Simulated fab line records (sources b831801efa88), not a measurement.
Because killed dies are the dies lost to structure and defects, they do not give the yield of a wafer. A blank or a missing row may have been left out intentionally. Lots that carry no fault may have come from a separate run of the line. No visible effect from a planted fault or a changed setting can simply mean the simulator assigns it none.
The tool behind it: which one? | flow sky130 | 10 lots with 30 wafers sampled at 6 steps, on a route of 708 steps

WHAT EACH GAUGE READ, for each wafer
SKY_METAL2_RS_MEAS_05: a four-point-probe measurement. Usual: METAL2_ALCU_RS typically reads 0.1271 ohm/sq, with standard deviation 0.0012.
lot  | measured     | on           | METAL2_ALCU_RS (ohm/sq) | flag
L152 | day 35 09:32 | filmMetro-02 | 0.1244 0.1271 0.1262    | 
L153 | day 36 11:47 | filmMetro-04 | 0.1251 0.1282 0.1286    | 
L155 | day 36 14:01 | filmMetro-03 | 0.1292 0.1268 0.1279    | 
L156 | day 37 06:01 | filmMetro-03 | 0.1298 0.1272 0.1277    | 
L164 | day 39 00:57 | filmMetro-03 | 0.1275 0.1270 0.1275    | 
L167 | day 40 03:40 | filmMetro-04 | 0.1289 0.1289 0.1283    | 
L168 | day 40 06:37 | filmMetro-04 | 0.1248 0.1273 0.1267    | 
L169 | day 40 12:08 | filmMetro-04 | 0.1266 0.1268 0.1264    | 
L171 | day 41 02:51 | filmMetro-04 | 0.1267 0.1246 0.1274    | 
L172 | day 41 04:11 | filmMetro-03 | 0.1263 0.1272 0.1269    | 

SKY_CAPM_RS_MEAS_03: a four-point-probe measurement. Usual: CAPM_TIN_RS typically reads 6.93 ohm/sq, with standard deviation 0.089.
lot  | measured     | on           | CAPM_TIN_RS (ohm/sq) | flag
L152 | day 37 17:15 | filmMetro-01 | 7.04 6.83 7.00       | 
L153 | day 38 18:53 | filmMetro-01 | 7.02 6.95 6.93       | 
L155 | day 38 21:50 | filmMetro-03 | 9.78 9.94 9.66       | OFF
L156 | day 39 12:33 | filmMetro-01 | 6.94 9.72 9.64       | OFF
L164 | day 41 04:41 | filmMetro-03 | 6.85 6.82 6.85       | 
L167 | day 42 06:49 | filmMetro-03 | 6.96 7.05 6.91       | 
L168 | day 42 10:40 | filmMetro-04 | 6.97 6.89 6.99       | 
L169 | day 42 15:47 | filmMetro-01 | 6.95 6.89 6.93       | 
L171 | day 43 06:13 | filmMetro-03 | 6.85 6.89 6.80       | 
L172 | day 43 07:34 | filmMetro-01 | 6.92 6.81 6.79       | 

SKY_CAPM_THK_MEAS_04: measures by xrf. Usual: CAPM_TIN_THK typically reads 201.8 nm, with standard deviation 2.7.
lot  | measured     | on           | CAPM_TIN_THK (nm) | flag
L152 | day 37 17:22 | filmMetro-01 | 199.9 205.3 200.3 | 
L153 | day 38 19:00 | filmMetro-01 | 198.9 202.9 202.0 | 
L155 | day 38 21:58 | filmMetro-03 | 143.5 141.4 144.8 | OFF
L156 | day 39 12:40 | filmMetro-01 | 201.8 146.0 147.4 | OFF
L164 | day 41 04:47 | filmMetro-03 | 201.2 202.3 201.2 | 
L167 | day 42 06:56 | filmMetro-03 | 198.6 196.3 199.1 | 
L168 | day 42 10:47 | filmMetro-04 | 200.2 202.6 199.9 | 
L169 | day 42 15:55 | filmMetro-01 | 202.2 204.5 203.7 | 
L171 | day 43 06:20 | filmMetro-03 | 201.2 201.1 203.3 | 
L172 | day 43 07:40 | filmMetro-01 | 202.6 206.5 206.4 | 

WHICH TOOL RAN EACH LOT (tool, then ch and the chambers of the sampled wafers, then the start)
lot  | SKY_METAL2_SPUTTER_04       | SKY_METAL2_METAL_ETCH_19         | SKY_CAPM_SPUTTER_02
L152 | pvdSputter-03, day 35 09:28 | rieMetal-02 ch 0,1, day 36 12:01 | pvdSputter-02, day 37 17:07
L153 | pvdSputter-04, day 36 11:43 | rieMetal-04 ch 0,1, day 37 14:07 | pvdSputter-02, day 38 18:46
L155 | pvdSputter-03, day 36 13:58 | rieMetal-01 ch 0,1, day 37 16:34 | pvdSputter-02, day 38 21:44
L156 | pvdSputter-04, day 37 05:56 | rieMetal-04 ch 0,1, day 38 08:31 | pvdSputter-02, day 39 12:25
L164 | pvdSputter-02, day 39 00:52 | rieMetal-02 ch 0, day 40 01:59   | pvdSputter-01, day 41 04:32
L167 | pvdSputter-03, day 40 03:37 | rieMetal-01 ch 0,1, day 41 04:04 | pvdSputter-02, day 42 06:43
L168 | pvdSputter-03, day 40 06:34 | rieMetal-04 ch 0,1, day 41 06:55 | pvdSputter-02, day 42 10:34
L169 | pvdSputter-04, day 40 12:05 | rieMetal-01 ch 0, day 41 12:46   | pvdSputter-04, day 42 15:41
L171 | pvdSputter-03, day 41 02:48 | rieMetal-02 ch 0,1, day 42 03:40 | pvdSputter-01, day 43 06:06
L172 | pvdSputter-04, day 41 04:07 | rieMetal-04 ch 0,1, day 42 04:19 | pvdSputter-02, day 43 07:26
- SKY_METAL2_SPUTTER_04: material TiN, target thk 70 nm, time 58.3 s.
- SKY_METAL2_METAL_ETCH_19: etches the open film in Cl2/BCl3, stops on SiO2, target depth 360 nm, time 78 s.
- SKY_CAPM_SPUTTER_02: material TiN, target thk 200 nm, time 166.7 s.

WHAT THE TOOLS THEMSELVES READ (means of the sampled wafers that have a number; where no wafer has one, the mark that the record gives instead)
SKY_METAL2_SPUTTER_04. Usual: throttleValvePct at 29.3 %, with a standard deviation of 0.87.
lot  | tool          | throttleValvePct (%) | flag
L152 | pvdSputter-03 | 29.7                 | 
L153 | pvdSputter-04 | 28.2                 | 
L155 | pvdSputter-03 | 29.2                 | 
L156 | pvdSputter-04 | 30.2                 | 
L164 | pvdSputter-02 | 29.2                 | 
L167 | pvdSputter-03 | 29.4                 | 
L168 | pvdSputter-03 | 29.4                 | 
L169 | pvdSputter-04 | 30.3                 | 
L171 | pvdSputter-03 | 29.2                 | 
L172 | pvdSputter-04 | 29.9                 | 

SKY_METAL2_METAL_ETCH_19. Usual: drypumpMotorCurrentA 5.5 A, standard deviation 0.54; oesProductAu 0.853 a.u., standard deviation 0.0059; throttleValvePct 22.265 %, standard deviation 0.0091.
lot  | tool        | drypumpMotorCurrentA (A) | oesProductAu (a.u.) | throttleValvePct (%) | flag
L152 | rieMetal-02 | 5.5                      | 0.857               | 22.271               | 
L153 | rieMetal-04 | 5.5                      | 0.851               | 22.259               | 
L155 | rieMetal-01 | 5.2                      | 0.854               | 22.259               | 
L156 | rieMetal-04 | 5.5                      | 0.850               | 22.259               | 
L164 | rieMetal-02 | 5.0                      | 0.858               | 22.260               | 
L167 | rieMetal-01 | 5.3                      | 0.848               | 22.278               | 
L168 | rieMetal-04 | 5.5                      | 0.856               | 22.265               | 
L169 | rieMetal-01 | 5.2                      | 0.850               | 22.261               | 
L171 | rieMetal-02 | 5.5                      | 0.857               | 22.257               | 
L172 | rieMetal-04 | 5.9                      | 0.852               | 22.264               | 

SKY_CAPM_SPUTTER_02. Usual: throttleValvePct at 29.7 %, with a standard deviation of 1.
lot  | tool          | throttleValvePct (%) | flag
L152 | pvdSputter-02 | 29.7                 | 
L153 | pvdSputter-02 | 29.7                 | 
L155 | pvdSputter-02 | 29.6                 | 
L156 | pvdSputter-02 | 28.9                 | 
L164 | pvdSputter-01 | 31.2                 | 
L167 | pvdSputter-02 | 29.4                 | 
L168 | pvdSputter-02 | 29.9                 | 
L169 | pvdSputter-04 | 30.0                 | 
L171 | pvdSputter-01 | 30.7                 | 
L172 | pvdSputter-02 | 29.3                 | 

THE ANSWER, worked out from the rows above alone
Rule: take the mean of a lot's wafers that have a number; if it is more than 3 standard deviations from the usual mean, the lot is off. A lot without any number at a reading at which 4 lots or more have one is off too. The other lots that the step has rows for count as sound. First the gauges in route order, then the tools' own readings, where a lot's mean is used as printed above. The first step at which some lot is off is used, and at that step the reading that is off furthest; a lot without a number counts as furthest.
Off: L155, L156, at SKY_CAPM_RS_MEAS_03 (CAPM_TIN_RS).
A tool fits if, at a process step before that reading, it ran every lot that is off, and no sound lot after the first of them. The gauges at SKY_CAPM_RS_MEAS_03 are tried like those tools. None of those tried fits.

WHAT THE SIMULATOR HAD INSERTED
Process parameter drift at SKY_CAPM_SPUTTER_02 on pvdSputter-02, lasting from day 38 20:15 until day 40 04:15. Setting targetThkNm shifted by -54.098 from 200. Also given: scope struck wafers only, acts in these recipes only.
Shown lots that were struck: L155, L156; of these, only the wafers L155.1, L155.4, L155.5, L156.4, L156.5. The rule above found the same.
